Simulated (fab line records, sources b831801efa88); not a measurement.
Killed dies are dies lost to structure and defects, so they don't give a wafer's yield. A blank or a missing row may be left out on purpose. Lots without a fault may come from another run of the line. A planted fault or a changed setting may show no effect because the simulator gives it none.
Chamber matching | flow gf180mcu | GF_MIM_CVD_05 on pecvd-01: 3 sister chambers
The step deposits Si3N4, target thk 42 nm, time 29.086 s. 16 wafers are shown with their chamber, then 7 later ones without.

WAFERS WITH THEIR CHAMBER
wafer  | chamber | heater_power_w (W)
L514.1 | 2       | 694
L514.3 | 0       | 675
L514.5 | 1       | 431
L517.1 | 0       | 667
L517.4 | 1       | 469
L517.6 | 1       | 457
L519.1 | 1       | 437
L519.2 | 0       | 706
L519.3 | 2       | 692
L520.1 | 0       | 699
L520.4 | 1       | 419
L520.6 | 2       | 590
L521.2 | 2       | 703
L521.3 | 1       | 451
L521.6 | 2       | 709
L522.2 | 0       | 727

SIGNATURES (means of the wafers above)
reading        | chamber 0 | chamber 1 | chamber 2 | scatter within a chamber
heater_power_w | 694.80    | 444.00    | 677.60    | 32.6
Rule: a wafer's distance from a chamber is the root of the sum, over the readings, of the square of ((its reading less the chamber's mean) divided by the reading's scatter). The wafer belongs to the nearest chamber; if the next one is less than 2 further off, it can't be placed. The scatter: the root of (the sum of the squares of (reading less its chamber's mean) over the shown wafers, divided by (wafers less chambers)).

WAFERS WITHOUT THEIR CHAMBER
wafer  | heater_power_w (W)
L522.3 | 492
L523.3 | 677
L523.5 | 690
L523.6 | 713
L525.1 | 499
L525.3 | 746
L525.4 | 498

WHICH CHAMBER EACH WENT THROUGH
wafer  | from the rows above     | in truth
L522.3 | 1                       | 1
L523.3 | can't be placed: 2 or 0 | 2
L523.5 | can't be placed: 0 or 2 | 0
L523.6 | can't be placed: 0 or 2 | 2
L525.1 | 1                       | 1
L525.3 | can't be placed: 0 or 2 | 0
L525.4 | 1                       | 1
Placed correctly: 3 of 7. Can't be placed from these rows: 4 (the true chamber is among the candidates in 4). Placed wrongly: 0.
